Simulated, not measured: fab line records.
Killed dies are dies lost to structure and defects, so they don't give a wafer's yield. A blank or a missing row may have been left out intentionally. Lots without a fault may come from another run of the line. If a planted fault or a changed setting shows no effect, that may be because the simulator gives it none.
Problem report, 8D (eight disciplines) form, completed by code    flow sky130    the parts of the form that need people (team, actions taken, sign-off) are left out

## 1. WHAT WENT WRONG
Wafers free of any fault read 74.7 nm (standard deviation 0.93) for CONTACT_CVD_00_THK at SKY_CONTACT_THK_MEAS_01, against a mean of 79.4 nm on 2 wafers of 2 lots. Measured from the usual mean, that is +5.1 standard deviations.
Seen first at day 34 06:13 on film metro-01, wafer L549.5. At this step, 33 wafers from 11 lots have a number in the record. By rule, "out" or "out of limits" means more than 4 standard deviations away from the usual mean. The rest of the wafers with a number are treated as sound.

## 2. WHAT IT IS; WHAT IT IS NOT
question                     is                            is not
which readings at this step  CONTACT_CVD_00_THK            -
which lots                   L549, L550                    L538, L541, L542, L543, L544, L556, L557, L560, L561
which wafers of those lots   L549.5, L550.1                L549.3, L549.4, L550.2, L550.4
read on which gauges         film metro-01, film metro-03  film metro-04
when                         from day 34 06:13             up to then (17 sound wafers); but 14 sound wafers of L550, L556, L557, L560, L561 came after

## 3. THE SUSPECTS, EACH WITH WHAT RULES IT OUT
Counting: a tool at a process step up to the reading stays a suspect if it ran every lot that is out. Sound lots after the first of them don't rule it out here, since some wafers of a struck lot are sound.
- the gauge at SKY_CONTACT_THK_MEAS_01: ruled out. The wafers that are out were read on 2 gauges (film metro-01, film metro-03).
- pecvd-01 at SKY_CONTACT_CVD_00 (deposits Si3N4, target thk 75 nm): kept. Every lot that is out went through it, the first being L549 (day 34 06:09); the last sound lot it ran before that was L544 (day 32 14:20).
- At SKY_CONTACT_CVD_00, inside pecvd-01: chamber 1 took the wafers that are out, while their sound lot-mates went through chambers 0, 2.
After counting, what remains is pecvd-01 at SKY_CONTACT_CVD_00.

## 4. THE CAUSE (what the simulator had put in)
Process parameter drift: pecvd-01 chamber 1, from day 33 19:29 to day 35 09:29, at SKY_CONTACT_CVD_00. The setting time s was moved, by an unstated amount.
Counting left only this tool.

## 5. THE CHAIN OF EFFECTS, in route order
Each row: a reading where the mean over the struck wafers with a number is more than 3 standard deviations away from the usual. Readings are gone through only where the record gives a usual standard deviation; hours: the median, over the lots, of the time from a lot's start at the first step in this table giving one to that lot's start at this step; sigmas: the change measured in usual standard deviations.
hours  step                     reading             usual       on struck wafers  change  sigmas
0      SKY_CONTACT_THK_MEAS_01  CONTACT_CVD_00_THK  74.7 nm     79.4              +4.7    +5.1
-      SKY_CONTACT_ETCH_18      oes product au      0.853 a.u.  0.885             +0.032  +4.3
Here are the process steps it includes:
- SKY_CONTACT_ETCH_18: etches Si3N4 in CHF3/O2, stops on TiN, time 39 s, target depth 75 nm.

## 6. HOW IT WOULD HAVE BEEN CAUGHT EARLIER
Counted from the fault's start at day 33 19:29, it took 11 hours until the first out-of-limits reading at a measuring or inspecting step in this record, taken at day 34 06:13.
Tool readings at SKY_CONTACT_CVD_00 with a usual standard deviation given in the record: none out on any struck wafer, hence no alarm at a limit of 4 standard deviations on them.
L550, from the lots that are out (2), started SKY_CONTACT_CVD_00 on pecvd-01 later than day 34 06:13. Holding the tool at that time would have saved it.
